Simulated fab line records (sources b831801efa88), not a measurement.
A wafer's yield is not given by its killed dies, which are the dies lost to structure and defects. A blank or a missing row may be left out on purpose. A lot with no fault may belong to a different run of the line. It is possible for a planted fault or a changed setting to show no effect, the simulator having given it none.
fab line records	flow sky130
[record] lots = 6	wafers = 17	last-day = 50
route steps=708 shown NWELL@65 PAD_OPEN@708
lots that met no fault: taken from a fault-free run of the same line
start-h: hours from the record's first day to the start of the lot's first wafer shown	wait-h: hours since the lot's step before	" repeats the value in the row above	L1.1+2: several wafers, shown together as one row	- no value, or no start was given	* or withheld: withheld	< > ~ a bound
route shown NAME@n: names a module that has steps shown in the file, with the first one's number in the route	usual: average and standard deviation across the fault-free wafers	same: alike in all rows	chamber/n: place in a boat	sites: readings site by site	_std_site: the standard deviation of these	_edge_site: mean of outer sites minus mean of inner sites	radius-mm: how far each site lies from the wafer's centre	mask NAME#n: copy n	behind: tool/chamber where the wafer was last shaped	hold: reason for holding the lot/hours on hold/outcome of the hold	device: transistor that didn't switch, given as n, p or np	end of line: at the end of the route, the tests of the same wafers	for a step that has no rows: nothing shown but its recipe	killed: the dies lost at the first sort to structure and to defects; this is not the yield of the wafer	map: a wafer's dies, marking killed ones x, the rest . and places with no die _
set.NAME: the setting that was run; set.NAME@STEP: the one run at that earlier step	model.NAME: the simulator's own value behind a step, which no gauge read
a table for each step, a row for each wafer; lots at some steps of the route
services: when a tool's chamber went out of use (start-h, in hours from the record's first day, below 0 if earlier), for how many hours, and the reason
[[steps]]
[step SKY_NWELL_IMPLANT_12]
[recipe] species = P	energy-kev = 120	dose-cm2 = 1.3e+12	tilt-deg = withheld
[step SKY_NWELL_IMPLANT_13]
[recipe] species = P	energy-kev = 50	dose-cm2 = 7e+11	tilt-deg = withheld
[step SKY_NWELL_STRIP_14]
[recipe] chemistry = O2/N2	power-w = 1400	pressure-mtorr = 1500	platen-temp-c = withheld	o2-flow-sccm = 3000	n2-flow-sccm = 300	overash-fraction = 0.5
[usual] drypump-motor-current-A = 5.7/0.49	oes-product-au = 0.723/0.0044	strip-time-to-endpoint-s = 36.90/0.11
lot.wafer	tool	chamber	start-h	wait-h	drypump-motor-current-A	oes-product-au	rf-hours-counter-h	strip-time-to-endpoint-s
L777.1	plasma-asher-02	1	96.31	0.1	4.7	0.720	41	36.96
L777.3	"	0	"	"	5.7	0.726	-	36.96
L777.6	"	0	"	"	5.7	0.719	-	37.04
L780.2	plasma-asher-03	1	112.39	0.1	5.8	0.730	29	36.75
L780.4	"	1	"	"	5.9	0.725	-	36.87
L780.5	"	0	"	"	6.2	0.726	-	36.89
L783.1	plasma-asher-04	0	142.04	0.1	5.9	0.727	47	36.91
L783.5	"	0	"	"	5.8	0.718	-	36.89
L783.6	"	1	"	"	5.8	0.718	-	36.84
L789.1	plasma-asher-02	0	174.91	0.1	5.7	0.718	49	36.69
L789.2	"	1	"	"	4.7	0.725	49	36.63
L789.3	"	0	"	"	5.7	0.727	-	36.74
L796.2	plasma-asher-02	1	212.99	0.1	4.7	0.727	52	36.78
L796.4	"	0	"	"	5.7	0.718	-	36.79
L796.5	"	1	"	"	4.7	0.722	-	36.75
L797.2	plasma-asher-03	0	216.73	0.1	6.3	0.722	40	36.82
L797.6	"	0	"	"	6.2	0.724	-	36.86
[step SKY_NWELL_TW_MEAS_15]
[usual] NWELL_TW = 1833/14
lot.wafer	tool	chamber	start-h	wait-h	NWELL_TW
L777.1	film-metro-03	-	96.41	0.1	1865
L777.3	"	-	"	"	1863
L777.6	"	-	"	"	1855
L780.2	film-metro-03	-	112.50	0.1	1848
L780.4	"	-	"	"	1857
L780.5	"	-	"	"	1858
L783.1	film-metro-02	-	142.14	0.1	1809
L783.5	"	-	"	"	1827
L783.6	"	-	"	"	1829
L789.1	film-metro-01	-	175.01	0.1	1812
L789.2	"	-	"	"	1818
L789.3	"	-	"	"	1807
L796.2	film-metro-02	-	213.10	0.1	1830
L796.4	"	-	"	"	1822
L796.5	"	-	"	"	1823
L797.2	film-metro-03	-	216.84	0.1	1846
L797.6	"	-	"	"	1845
[step SKY_NWELL_DEHYDRATE_16]
[recipe] temp-c = 200	time-s = 60
[step SKY_NWELL_HMDS_17]
[recipe] prime-time-s = 60	prime-temp-c = 120
[step SKY_NWELL_COAT_18]
[recipe] spin-rpm = 2000	resist-thk-nm = 3000
[step SKY_NWELL_SOFTBAKE_19]
[recipe] temp-c = 110	time-s = withheld
[step SKY_NWELL_EXPOSE_20]
[recipe] mask-id = NWM_COMPLEMENT	na = 0.6	source-shape = conventional	sigma-outer = 0.6	polarization = unpolarized	target-cd-nm = 840	dose-mj = 260
[step SKY_NWELL_PEB_21]
[recipe] temp-c = 115	time-s = withheld
[step SKY_NWELL_DEVELOP_22]
[recipe] wall-angle-deg = 90	developer = TMAH	develop-time-s = 60	dev-temp-c = 23
[step SKY_NWELL_OVL_MEAS_23]
[usual] NWELL_01_OVL = -0.4/1.2
lot.wafer	tool	chamber	start-h	wait-h	NWELL_01_OVL[nm]
L777.1	overlay-01	-	113.35	-	-0.5
L777.3	"	-	"	"	-1.5
L777.6	"	-	"	"	-0.5
L780.2	overlay-02	-	131.08	-	0.7
L780.4	"	-	"	"	2.8
L780.5	"	-	"	"	-0.3
L783.1	overlay-01	-	161.15	-	1.4
L783.5	"	-	"	"	-1.0
L783.6	"	-	"	"	0.2
L789.1	overlay-01	-	194.85	-	-2.2
L789.2	"	-	"	"	-0.8
L789.3	"	-	"	"	-2.4
L796.2	overlay-01	-	234.90	-	0.1
L796.4	"	-	"	"	0.8
L796.5	"	-	"	"	0.5
L797.2	overlay-01	-	239.31	-	-1.8
L797.6	"	-	"	"	-0.2
[step SKY_NWELL_IMPLANT_24]
[recipe] species = B	energy-kev = 140	dose-cm2 = 9.2e+12	tilt-deg = withheld
[usual] beam-on-s = 10.01/0.21	faraday-current-uA = 51.9/1.1
lot.wafer	tool	chamber	start-h	wait-h	beam-on-s	faraday-current-uA
L777.1	implanter-04	0	113.39	0.0	9.84	52.5
L777.3	"	0	"	"	9.79	53.1
L777.6	"	0	"	"	10.11	51.4
L780.2	implanter-03	0	131.13	0.0	9.76	53.3
L780.4	"	0	"	"	10.48	49.6
L780.5	"	0	"	"	9.94	52.5
L783.1	implanter-01	0	161.19	0.0	9.77	53.0
L783.5	"	0	"	"	10.10	51.3
L783.6	"	0	"	"	9.81	52.8
L789.1	implanter-04	0	194.89	0.0	10.28	50.3
L789.2	"	0	"	"	10.38	50.4
L789.3	"	0	"	"	9.90	52.5
L796.2	implanter-03	0	234.96	0.0	8.26	62.8
L796.4	"	0	"	"	10.18	51.0
L796.5	"	0	"	"	9.87	52.5
L797.2	implanter-03	0	239.37	0.0	8.23	63.1
L797.6	"	0	"	"	10.08	51.5
[step SKY_NWELL_STRIP_25]
[recipe] chemistry = O2/N2	power-w = 1400	pressure-mtorr = 1500	platen-temp-c = withheld	o2-flow-sccm = 3000	n2-flow-sccm = 300	overash-fraction = 0.5
[usual] drypump-motor-current-A = 5.8/0.45	oes-product-au = 0.721/0.0046	strip-time-to-endpoint-s = 36.89/0.11
lot.wafer	tool	chamber	start-h	wait-h	drypump-motor-current-A	oes-product-au	rf-hours-counter-h	strip-time-to-endpoint-s
L777.1	plasma-asher-02	0	113.54	0.1	5.7	0.722	43	37.07
L777.3	"	1	"	"	4.7	0.724	-	36.95
L777.6	"	0	"	"	5.7	0.716	-	36.95
L780.2	plasma-asher-02	0	131.26	0.1	5.7	0.721	44	37.05
L780.4	"	1	"	"	4.7	0.725	-	37.04
L780.5	"	1	"	"	4.7	0.729	-	36.97
L783.1	plasma-asher-04	1	161.34	0.1	5.8	0.717	49	36.75
L783.5	"	1	"	"	5.7	0.728	-	36.82
L783.6	"	0	"	"	5.9	0.721	-	36.92
L789.1	plasma-asher-03	1	195.04	0.1	5.9	0.722	38	36.95
L789.2	"	0	"	"	6.2	0.720	38	36.89
L789.3	"	0	"	"	6.2	0.722	-	36.85
L796.2	plasma-asher-03	0	235.08	0.1	6.2	0.722	41	36.90
L796.4	"	0	"	"	6.2	0.720	-	36.90
L796.5	"	0	"	"	6.2	0.725	-	36.89
L797.2	plasma-asher-04	0	239.49	0.1	5.9	0.723	56	36.88
L797.6	"	1	"	"	5.8	0.727	-	36.79
[step SKY_NWELL_TW_MEAS_26]
[usual] NWELL_2_TW = 500/3.4
lot.wafer	tool	chamber	start-h	wait-h	NWELL_2_TW
L777.1	film-metro-03	-	113.64	0.1	507
L777.3	"	-	"	"	507
L777.6	"	-	"	"	506
L780.2	film-metro-02	-	131.37	0.1	496
L780.4	"	-	"	"	498
L780.5	"	-	"	"	498
L783.1	film-metro-02	-	161.44	0.1	495
L783.5	"	-	"	"	494
L783.6	"	-	"	"	497
L789.1	film-metro-03	-	195.14	0.1	503
L789.2	"	-	"	"	503
L789.3	"	-	"	"	504
L796.2	film-metro-03	-	235.19	0.1	474
L796.4	"	-	"	"	505
L796.5	"	-	"	"	501
L797.2	film-metro-02	-	239.60	0.1	469
L797.6	"	-	"	"	497
[step SKY_NWELL_CLEAN_27]
[recipe] chemistry = SC1/SC2	mix = 1:4:20	temp-c = 70	time-s = 150	dry = n2-spin
[step SKY_PAD_OPEN_PROBE_99]
[usual] killed_at_M0_to_M3 = 43/7.8	killed_at_M4_up = 3.2/1.7	killed-at-contacts = 24/5.2	killed-at-front-end = 15/4.5	killed-at-other = 0.4/0.65	killed-dies = 87/9.1	killed-open = 47/7.3	killed-short = 40/6.5
[same] gross-dies = 492	killed-at-back-side = 0
lot.wafer	tool	chamber	start-h	wait-h	killed_at_M0_to_M3	killed_at_M4_up	killed-at-contacts	killed-at-front-end	killed-at-other	killed-dies	killed-open	killed-short	model.etest.pfet_16v.r-on-ohm-um	model.etest.res-iso-pwell.rs-ohm-sq	model.etest.res-pwell-under-gate.rs-ohm-sq	model.etest.res-iso-pwell.line-ohm-um	model.etest.pfet_16v.drive-ua-um	model.etest.res-nwell.width-nm	model.etest.field-n.vt-v	model.etest.nfet_05v0_nvt.vt-sat-v
L777.1	prober-01	-	1082.38	0.1	48	3	28	16	0	95	56	38	1.564e+04	3452	2285	1296	240.4	837.3	36.27	0.3173
L777.3	prober-01	-	1082.48	0.2	40	3	29	22	1	95	57	37	1.54e+04	3249	2293	1215	241.2	834.2	35.94	0.307
L777.6	prober-01	-	1082.63	0.2	38	4	20	9	0	71	36	34	1.543e+04	3339	2274	1257	242.6	831.6	36.01	0.3072
L780.2	prober-02	-	1098.17	0.1	45	0	20	13	1	79	43	36	1.54e+04	2996	2280	1127	240.6	846.5	35.95	0.2872
L780.4	prober-02	-	1098.27	0.2	54	4	19	31	0	108	60	47	1.552e+04	3030	2287	1146	236.9	846.4	36.26	0.28
L780.5	prober-02	-	1098.32	0.2	59	4	21	19	1	104	56	48	1.533e+04	3017	2272	1152	240.7	844.5	36.04	0.2971
L783.1	prober-01	-	1130.07	0.1	27	2	21	22	1	73	33	39	1.541e+04	3162	2263	1196	243.4	839.3	36.46	0.2812
L783.5	prober-01	-	1130.27	0.2	52	1	29	7	0	89	49	40	1.488e+04	2956	2286	1127	248.8	840.1	35.59	0.2968
L783.6	prober-01	-	1130.32	0.2	37	6	31	16	1	91	47	44	1.513e+04	3079	2279	1154	247	836.4	36.27	0.2928
L789.1	prober-01	-	1162.29	0.1	48	2	15	15	1	81	40	41	1.506e+04	3164	2303	1190	254.2	837.9	36.1	0.2994
L789.2	prober-01	-	1162.34	0.1	55	3	23	13	0	94	57	37	1.491e+04	3155	2280	1188	253	831.1	36.05	0.2884
L789.3	prober-01	-	1162.39	0.2	52	4	24	12	0	92	59	33	1.486e+04	3230	2274	1215	252.4	838.2	36.27	0.2959
L796.2	prober-02	-	1192.89	0.1	49	2	26	9	2	88	38	49	1.661e+04	3144	2589	1186	222.9	834.5	31.73	0.2495
L796.4	prober-02	-	1192.99	0.2	30	3	27	13	2	75	37	38	1.522e+04	2748	2277	1029	243.1	817.7	35.44	0.272
L796.5	prober-02	-	1193.04	0.2	35	2	25	16	1	79	38	41	1.511e+04	2697	2290	1013	241.9	811.5	35.2	0.274
L797.2	prober-01	-	1194.21	0.1	51	1	21	16	0	89	58	31	1.688e+04	3210	2597	1223	221.5	849.9	31.86	0.2704
L797.6	prober-01	-	1194.41	0.2	53	5	30	14	0	102	49	53	1.512e+04	2683	2272	1024	241.4	836.2	34.87	0.2822
// killed by level:class
L777.1 VIA1:geometric-particle:open=15 CONTACT:geometric-particle:open=11 FIELD_ISO:geometric-particle:open=8 CONTACT:geometric-particle:short=8 VIA3:geometric-particle:open=7 LI_CONTACT:geometric-particle:open=6 VIA1:geometric-particle:short=6 VIA2:geometric-particle:open=6
L777.3 CONTACT:geometric-particle:open=16 VIA1:geometric-particle:open=14 FIELD_ISO:geometric-particle:open=6 VIA2:geometric-particle:open=6 CONTACT:geometric-particle:short=5 FIELD_ISO:geometric-particle:short=4 POLY_GATE:geometric-particle:short=4 LOCAL_INTERCONNECT:geometric-particle:short=4
L777.6 VIA3:geometric-particle:open=9 CONTACT:geometric-particle:short=6 CONTACT:geometric-particle:open=5 METAL1:geometric-particle:short=5 VIA1:geometric-particle:open=5 METAL3:geometric-particle:short=5 LI_CONTACT:geometric-particle:open=4 VIA1:geometric-particle:short=4
L780.2 VIA2:geometric-particle:open=10 LI_CONTACT:geometric-particle:open=9 FIELD_ISO:geometric-particle:open=5 VIA1:geometric-particle:short=5 METAL1:geometric-particle:short=5 VIA1:geometric-particle:open=5 VIA3:geometric-particle:open=5 FIELD_ISO:geometric-particle:short=4
L780.4 VIA2:geometric-particle:open=11 FIELD_ISO:geometric-particle:short=8 CONTACT:geometric-particle:open=8 VIA1:geometric-particle:open=8 LI_CONTACT:geometric-particle:open=7 METAL2:geometric-particle:short=7 METAL1:geometric-particle:short=6 POLY_GATE:geometric-particle:open=5
L780.5 VIA1:geometric-particle:open=12 VIA1:geometric-particle:short=10 FIELD_ISO:geometric-particle:open=8 METAL1:geometric-particle:short=8 VIA3:geometric-particle:open=8 CONTACT:geometric-particle:open=8 VIA2:geometric-particle:open=8 FIELD_ISO:geometric-particle:short=6
L783.1 POLY_GATE:geometric-particle:short=7 LI_CONTACT:geometric-particle:open=6 CONTACT:geometric-particle:open=5 VIA1:geometric-particle:open=5 VIA3:geometric-particle:open=5 FIELD_ISO:geometric-particle:short=4 FIELD_ISO:geometric-particle:open=4 CONTACT:geometric-particle:short=4
L783.5 CONTACT:geometric-particle:open=13 VIA1:geometric-particle:open=9 METAL2:geometric-particle:short=8 VIA1:geometric-particle:short=7 VIA3:geometric-particle:open=6 CONTACT:geometric-particle:short=6 VIA2:geometric-particle:open=6 LOCAL_INTERCONNECT:geometric-particle:short=5
L783.6 CONTACT:geometric-particle:open=12 VIA1:geometric-particle:open=10 LI_CONTACT:geometric-particle:open=7 METAL1:geometric-particle:short=6 POLY_GATE:geometric-particle:short=5 POLY_GATE:geometric-particle:open=5 CONTACT:geometric-particle:short=5 VIA3:geometric-particle:open=5
L789.1 VIA1:geometric-particle:open=11 METAL1:geometric-particle:short=10 VIA2:geometric-particle:short=6 VIA3:geometric-particle:open=6 METAL2:geometric-particle:short=6 CONTACT:geometric-particle:open=5 FIELD_ISO:geometric-particle:short=4 POLY_GATE:geometric-particle:open=4
L789.2 VIA3:geometric-particle:open=12 VIA2:geometric-particle:open=11 VIA1:geometric-particle:open=9 CONTACT:geometric-particle:open=8 LI_CONTACT:geometric-particle:open=7 VIA1:geometric-particle:short=7 LOCAL_INTERCONNECT:geometric-particle:short=6 METAL2:geometric-particle:short=4
L789.3 CONTACT:geometric-particle:open=11 VIA1:geometric-particle:open=11 VIA2:geometric-particle:open=11 METAL2:geometric-particle:short=6 VIA3:geometric-particle:open=6 VIA1:geometric-particle:short=5 LI_CONTACT:geometric-particle:open=5 METAL1:geometric-particle:short=4
L796.2 VIA1:geometric-particle:open=9 CONTACT:geometric-particle:open=8 METAL1:geometric-particle:short=7 METAL3:geometric-particle:short=7 LOCAL_INTERCONNECT:geometric-particle:short=6 VIA1:geometric-particle:short=6 LI_CONTACT:geometric-particle:open=5 CONTACT:geometric-particle:short=5
L796.4 VIA1:geometric-particle:open=9 CONTACT:geometric-particle:open=9 VIA3:geometric-particle:open=7 LI_CONTACT:geometric-particle:open=7 LOCAL_INTERCONNECT:geometric-particle:short=6 FIELD_ISO:geometric-particle:short=4 POLY_GATE:geometric-particle:short=4 METAL1:geometric-particle:short=4
L796.5 CONTACT:geometric-particle:short=9 LI_CONTACT:geometric-particle:open=8 VIA1:geometric-particle:open=6 POLY_GATE:geometric-particle:open=5 VIA3:geometric-particle:open=5 FIELD_ISO:geometric-particle:short=4 POLY_GATE:geometric-particle:short=4 CONTACT:geometric-particle:open=4
L797.2 METAL1:geometric-particle:short=10 VIA1:geometric-particle:open=9 VIA3:geometric-particle:open=9 VIA2:geometric-particle:open=8 CONTACT:geometric-particle:open=8 POLY_GATE:geometric-particle:open=5 LI_CONTACT:geometric-particle:open=5 LOCAL_INTERCONNECT:geometric-particle:short=4
L797.6 CONTACT:geometric-particle:open=11 VIA1:geometric-particle:open=10 CONTACT:geometric-particle:short=9 VIA3:geometric-particle:short=8 METAL1:geometric-particle:short=7 VIA3:geometric-particle:open=7 FIELD_ISO:geometric-particle:short=5 METAL2:geometric-particle:short=5
[[services]]
tool	chamber	start-h	hours	kind
implanter-01	-	105.11	4.9	pm
implanter-03	-	126.87	1.7	repair
implanter-04	-	159.52	4.5	pm
implanter-03	-	171.25	0.7	repair
plasma-asher-04	-	174.69	1.4	repair
implanter-04	-	175.07	1.9	repair
plasma-asher-04	-	178.73	0.9	repair
implanter-04	-	178.76	1.9	repair
implanter-04	-	179.20	1.2	repair
plasma-asher-03	-	187.37	1.5	repair
implanter-01	-	192.82	4.2	repair
[[key]]
[first-sign] step = SKY_NWELL_IMPLANT_24	reading = faraday-current-uA	direction = up	sigmas = 10	usual = 51.9	struck = 63.0
[effect] step = SKY_NWELL_IMPLANT_24	reading = beam-on-s	direction = down	sigmas = 8.4	usual = 10.01	struck = 8.25
[effect] step = SKY_NWELL_TW_MEAS_26	reading = NWELL_2_TW	direction = down	sigmas = 8.3	usual = 500	struck = 472
[model-effect] step = SKY_PAD_OPEN_PROBE_99	value = etest.pfet_16v.r-on-ohm-um	without = 1.51e+04	struck = 1.674e+04
met-at SKY_NWELL_IMPLANT_24
struck-wafers L796.2,L797.2
tester-left-out L796,L797
onset-between 131.13 234.96
[fault] kind = process-parameter-drift	tool = implanter-03	chamber = -	onset-h = 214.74	steps = SKY_NWELL_IMPLANT_24	channel = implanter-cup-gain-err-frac	offset = 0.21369	shape = step	end-h = 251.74	scope = struck-wafers-only
// tester-left-out: of these lots the tester's yield and bins aren't shown, on N5 and GAA mostly nor the transistor test; their killed dies are dies lost to structure and defects alone, not to doping, threshold or leakage, so they don't give the yield
